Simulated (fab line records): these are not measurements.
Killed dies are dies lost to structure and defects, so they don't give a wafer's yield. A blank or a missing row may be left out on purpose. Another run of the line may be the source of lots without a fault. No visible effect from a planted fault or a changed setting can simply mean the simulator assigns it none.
Chamber matching || flow sfqLine || SFQ_TRILAYER_I7_VIA_ETCH_VIA_ETCH_190 on rieDiel-02: 4 sister chambers
The step etches SiO2 in CHF3, stops on Nb, target depth 260 nm. 14 wafers are shown with their chamber, then 7 later ones without.

WAFERS PAIRED WITH THEIR CHAMBERS
{"wafer": "L504.1", "chamber": 3, "drypumpMotorCurrentA (A)": 5.7, "rfFwdPowerW (W)": 498.4, "oesProductAu (a.u.)": 0.856}
{"wafer": "L504.4", "chamber": 2, "drypumpMotorCurrentA (A)": 5.3, "rfFwdPowerW (W)": 498.8, "oesProductAu (a.u.)": 0.851}
{"wafer": "L504.5", "chamber": 3, "drypumpMotorCurrentA (A)": 5.7, "rfFwdPowerW (W)": 496.5, "oesProductAu (a.u.)": 0.847}
{"wafer": "L507.3", "chamber": 0, "drypumpMotorCurrentA (A)": 5.9, "rfFwdPowerW (W)": 497.7, "oesProductAu (a.u.)": 0.856}
{"wafer": "L507.4", "chamber": 3, "drypumpMotorCurrentA (A)": 5.7, "rfFwdPowerW (W)": 496.5, "oesProductAu (a.u.)": 0.857}
{"wafer": "L507.6", "chamber": 3, "drypumpMotorCurrentA (A)": 5.7, "rfFwdPowerW (W)": 496.3, "oesProductAu (a.u.)": 0.859}
{"wafer": "L511.1", "chamber": 3, "drypumpMotorCurrentA (A)": 5.7, "rfFwdPowerW (W)": 494.1, "oesProductAu (a.u.)": 0.845}
{"wafer": "L511.2", "chamber": 2, "drypumpMotorCurrentA (A)": 5.4, "rfFwdPowerW (W)": 498.9, "oesProductAu (a.u.)": 0.866}
{"wafer": "L511.6", "chamber": 2, "drypumpMotorCurrentA (A)": 5.3, "rfFwdPowerW (W)": 500.0, "oesProductAu (a.u.)": 0.858}
{"wafer": "L514.1", "chamber": 1, "drypumpMotorCurrentA (A)": 5.2, "rfFwdPowerW (W)": 501.3, "oesProductAu (a.u.)": 0.851}
{"wafer": "L514.5", "chamber": 1, "drypumpMotorCurrentA (A)": 5.2, "rfFwdPowerW (W)": 499.9, "oesProductAu (a.u.)": 0.859}
{"wafer": "L514.6", "chamber": 0, "drypumpMotorCurrentA (A)": 5.9, "rfFwdPowerW (W)": 496.8, "oesProductAu (a.u.)": 0.848}
{"wafer": "L517.1", "chamber": 3, "drypumpMotorCurrentA (A)": 5.7, "rfFwdPowerW (W)": 496.9, "oesProductAu (a.u.)": 0.860}
{"wafer": "L517.2", "chamber": 0, "drypumpMotorCurrentA (A)": 5.9, "rfFwdPowerW (W)": 495.9, "oesProductAu (a.u.)": 0.854}

SIGNATURES (means of the wafers above)
{"reading": "drypumpMotorCurrentA", "chamber 0": 5.900, "chamber 1": 5.200, "chamber 2": 5.333, "chamber 3": 5.700, "scatter within a chamber": 0.0258}
{"reading": "rfFwdPowerW", "chamber 0": 496.800, "chamber 1": 500.600, "chamber 2": 499.233, "chamber 3": 496.450, "scatter within a chamber": 1.14}
{"reading": "oesProductAu", "chamber 0": 0.85267, "chamber 1": 0.85500, "chamber 2": 0.85833, "chamber 3": 0.85400, "scatter within a chamber": 0.00619}
Rule: a wafer lies at a distance from a chamber equal to the root of the sum of squares, over the readings, of (its reading less the chamber's mean, divided by the reading's scatter). The wafer belongs to the nearest chamber; if the next one is less than 2 further off, it can't be placed. How the scatter is found: for the shown wafers, subtract from each reading the mean of its chamber, square and add these, divide the total by (wafers less chambers), then take the root.

WAFERS WITHOUT THEIR CHAMBER
{"wafer": "L517.3", "drypumpMotorCurrentA (A)": 5.2, "rfFwdPowerW (W)": 501.1, "oesProductAu (a.u.)": 0.858}
{"wafer": "L526.1", "drypumpMotorCurrentA (A)": 5.2, "rfFwdPowerW (W)": 500.0, "oesProductAu (a.u.)": 0.848}
{"wafer": "L526.2", "drypumpMotorCurrentA (A)": 5.3, "rfFwdPowerW (W)": 495.3, "oesProductAu (a.u.)": 0.846}
{"wafer": "L526.4", "drypumpMotorCurrentA (A)": 5.7, "rfFwdPowerW (W)": 495.5, "oesProductAu (a.u.)": 0.846}
{"wafer": "L527.1", "drypumpMotorCurrentA (A)": 5.4, "rfFwdPowerW (W)": 495.9, "oesProductAu (a.u.)": 0.856}
{"wafer": "L527.2", "drypumpMotorCurrentA (A)": 5.2, "rfFwdPowerW (W)": 501.1, "oesProductAu (a.u.)": 0.859}
{"wafer": "L527.5", "drypumpMotorCurrentA (A)": 5.4, "rfFwdPowerW (W)": 498.4, "oesProductAu (a.u.)": 0.852}

EACH ONE'S CHAMBER
{"wafer": "L517.3", "from the rows above": 1, "in truth": 1}
{"wafer": "L526.1", "from the rows above": 1, "in truth": 1}
{"wafer": "L526.2", "from the rows above": 2, "in truth": 2}
{"wafer": "L526.4", "from the rows above": 3, "in truth": 3}
{"wafer": "L527.1", "from the rows above": 2, "in truth": 2}
{"wafer": "L527.2", "from the rows above": 1, "in truth": 1}
{"wafer": "L527.5", "from the rows above": 2, "in truth": 2}
Placed correctly: 7 of 7. From these rows, 0 cannot be placed. 0 placed wrongly.
